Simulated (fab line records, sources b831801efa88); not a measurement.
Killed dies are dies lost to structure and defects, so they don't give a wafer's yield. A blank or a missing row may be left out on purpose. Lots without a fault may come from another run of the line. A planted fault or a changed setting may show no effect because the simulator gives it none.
Which tool did it? | flow sky130 | 10 lots, 30 wafers sampled, at 6 steps of a route of 708

WHAT THE GAUGES READ, wafer by wafer
SKY_METAL2_RS_MEAS_05: measures by four-point-probe.
lot  | measured     | on            | METAL2_ALCU_RS (ohm/sq)
L907 | day 34 21:41 | film_metro-02 | 0.1275 0.1291 0.1265
L908 | day 34 23:49 | film_metro-01 | 0.1261 0.1291 0.1272
L909 | day 35 01:28 | film_metro-02 | 0.1273 0.1273 0.1258
L915 | day 37 03:48 | film_metro-01 | 0.1320 0.1315 0.1337 0.1319 0.1317 0.1334
L918 | day 37 23:07 | film_metro-04 | 0.1316 0.1324 0.1325 0.1316 0.1322 0.1322
L919 | day 38 08:35 | film_metro-01 | 0.1263 0.1275 0.1292
L923 | day 39 13:32 | film_metro-02 | 0.1259 0.1249 0.1258
L924 | day 39 14:34 | film_metro-02 | 0.1252 0.1276 0.1261
L927 | day 41 02:33 | film_metro-04 | 0.1251 0.1286 0.1260
L929 | day 41 04:28 | film_metro-02 | 0.1269 0.1282 0.1285

SKY_METAL2_THK_MEAS_06: measures by xrf.
lot  | measured     | on            | METAL2_ALCU_THK (nm)
L907 | day 34 21:47 | film_metro-02 | 247.2 244.6 248.8
L908 | day 34 23:55 | film_metro-01 | 250.8 243.8 246.5
L909 | day 35 01:34 | film_metro-02 | 247.5 248.4 251.1
L915 | day 37 11:56 | film_metro-01 | 238.0 237.4 237.6 239.4 241.1 236.4
L918 | day 38 06:46 | film_metro-04 | 240.3 237.1 238.6 240.1 238.3 239.5
L919 | day 38 08:42 | film_metro-01 | 251.1 248.7 244.6
L923 | day 39 13:38 | film_metro-02 | 253.1 254.4 253.0
L924 | day 39 14:41 | film_metro-02 | 254.5 249.9 252.7
L927 | day 41 02:40 | film_metro-04 | 252.2 247.2 252.2
L929 | day 41 04:34 | film_metro-02 | 250.3 245.6 247.4

WHICH TOOL RAN EACH LOT (tool, then ch and the chambers of the sampled wafers, then the start)
lot  | SKY_METAL1_DESCUM_17              | SKY_VIA1_CMP_02               | SKY_METAL2_SPUTTER_02        | SKY_METAL2_SPUTTER_03
L907 | rie_metal-04 ch 0,1, day 33 16:22 | cmp-02 ch 0,2, day 33 17:20   | pvd_sputter-01, day 34 21:34 | pvd_sputter-01, day 34 21:35
L908 | rie_metal-02 ch 0,1, day 33 18:57 | cmp-01 ch 1,3, day 33 19:53   | pvd_sputter-03, day 34 23:41 | pvd_sputter-03, day 34 23:43
L909 | rie_metal-03 ch 0,1, day 33 19:40 | cmp-02 ch 0,1, day 33 20:40   | pvd_sputter-01, day 35 01:19 | pvd_sputter-01, day 35 01:20
L915 | rie_metal-04 ch 0,1, day 35 22:51 | cmp-01 ch 0,1,3, day 35 23:53 | pvd_sputter-01, day 37 03:43 | pvd_sputter-01, day 37 03:44
L918 | rie_metal-03 ch 0,1, day 36 18:36 | cmp-02 ch 2,3, day 36 19:34   | pvd_sputter-01, day 37 23:01 | pvd_sputter-01, day 37 23:02
L919 | rie_metal-04 ch 0,1, day 37 04:13 | cmp-02 ch 0,1,3, day 37 05:13 | pvd_sputter-03, day 38 08:29 | pvd_sputter-03, day 38 08:31
L923 | rie_metal-02 ch 0,1, day 38 08:52 | cmp-01 ch 1,2,3, day 38 09:52 | pvd_sputter-02, day 39 13:24 | pvd_sputter-02, day 39 13:25
L924 | rie_metal-04 ch 0, day 38 10:25   | cmp-01 ch 1,2, day 38 11:22   | pvd_sputter-03, day 39 14:29 | pvd_sputter-03, day 39 14:31
L927 | rie_metal-03 ch 1, day 39 23:26   | cmp-01 ch 0,2, day 40 00:28   | pvd_sputter-03, day 41 02:28 | pvd_sputter-03, day 41 02:29
L929 | rie_metal-04 ch 0, day 40 00:34   | cmp-01 ch 0,2,3, day 40 01:34 | pvd_sputter-01, day 41 04:20 | pvd_sputter-01, day 41 04:22
- SKY_METAL1_DESCUM_17: chemistry O2, time 8 s.
- SKY_VIA1_CMP_02: polishes SiO2.
- SKY_METAL2_SPUTTER_02: material AlCu, target thk 250 nm, time 13.3 s.
- SKY_METAL2_SPUTTER_03: material Ti, target thk 5 nm, time 3.3 s.

WHAT THE TOOLS THEMSELVES READ (means of the sampled wafers that have a number; where no wafer has one, the mark that the record gives instead)
SKY_METAL1_DESCUM_17.
lot  | tool         | drypump_motor_current_A (A) | oes_product_au (a.u.)
L907 | rie_metal-04 | 5.47                        | 1.010
L908 | rie_metal-02 | 5.76                        | 0.994
L909 | rie_metal-03 | 6.11                        | 0.993
L915 | rie_metal-04 | 5.56                        | 0.999
L918 | rie_metal-03 | 5.95                        | 1.012
L919 | rie_metal-04 | 5.47                        | 0.986
L923 | rie_metal-02 | 5.74                        | 0.996
L924 | rie_metal-04 | 5.37                        | 0.980
L927 | rie_metal-03 | 6.32                        | 1.004
L929 | rie_metal-04 | 5.36                        | 0.992

SKY_VIA1_CMP_02.
lot  | tool   | motor_current_A (A) | slurry_flow_ml_min
L907 | cmp-02 | 11.4                | 150.1
L908 | cmp-01 | 12.0                | 150.0
L909 | cmp-02 | 11.9                | 150.7
L915 | cmp-01 | 11.5                | 149.1
L918 | cmp-02 | 10.9                | 150.5
L919 | cmp-02 | 11.8                | 149.7
L923 | cmp-01 | 11.5                | 149.5
L924 | cmp-01 | 11.2                | 150.4
L927 | cmp-01 | 10.9                | 150.0
L929 | cmp-01 | 10.9                | 150.1

SKY_METAL2_SPUTTER_02.
lot  | tool           | cathode_dc_power_W (W) | throttle_valve_pct (%)
L907 | pvd_sputter-01 | 10600                  | 29.5
L908 | pvd_sputter-03 | 10599                  | 30.3
L909 | pvd_sputter-01 | 10599                  | 31.2
L915 | pvd_sputter-01 | 10092                  | 29.6
L918 | pvd_sputter-01 | 10087                  | 29.1
L919 | pvd_sputter-03 | 10600                  | 30.8
L923 | pvd_sputter-02 | 10599                  | 31.0
L924 | pvd_sputter-03 | 10600                  | 29.5
L927 | pvd_sputter-03 | 10601                  | 30.0
L929 | pvd_sputter-01 | 10599                  | 29.0

SKY_METAL2_SPUTTER_03.
lot  | tool           | cathode_dc_power_W (W) | throttle_valve_pct (%)
L907 | pvd_sputter-01 | 3000.2                 | 29.7
L908 | pvd_sputter-03 | 3000.2                 | 30.3
L909 | pvd_sputter-01 | 3000.1                 | 31.4
L915 | pvd_sputter-01 | 2999.6                 | 29.5
L918 | pvd_sputter-01 | 3000.2                 | 29.2
L919 | pvd_sputter-03 | 3000.4                 | 30.6
L923 | pvd_sputter-02 | 3000.1                 | 30.8
L924 | pvd_sputter-03 | 3000.5                 | 29.5
L927 | pvd_sputter-03 | 3000.4                 | 29.9
L929 | pvd_sputter-01 | 2999.8                 | 29.0

THE ANSWER, worked out from the rows above alone
Rule: what is usual is taken from the lots themselves. Put in order of their means at a reading, lots are off if they are a third of the lots or fewer, leave a main group of 4 or more, and stand apart from it by a gap of 3 or more times the standard deviation of the main group's means; of several such gaps the widest counts. A main group whose means are all the same, to the digits that the tables above print for the reading, isn't used. A lot without any number at a reading at which 4 lots or more have one is off too. The other lots that the step has rows for count as sound. The gauges are gone through in route order, then the tools' own readings, and for those a lot's mean is taken as printed above. The first step at which some lot is off is used, and at that step the reading that is off furthest; a lot without a number counts as furthest.
Off: L915, L918, at SKY_METAL2_RS_MEAS_05 (METAL2_ALCU_RS). The main group: mean 0.1270 ohm/sq, standard deviation 0.00077.
A tool fits if, at a process step before that reading, it ran every lot that is off, and no sound lot after the first of them. The gauges at SKY_METAL2_RS_MEAS_05 aren't tried: what is off there is off at SKY_METAL2_SPUTTER_02 too, on other tools, and a gauge's error can't cause that. None of those tried fits.

WHAT THE SIMULATOR HAD PUT IN
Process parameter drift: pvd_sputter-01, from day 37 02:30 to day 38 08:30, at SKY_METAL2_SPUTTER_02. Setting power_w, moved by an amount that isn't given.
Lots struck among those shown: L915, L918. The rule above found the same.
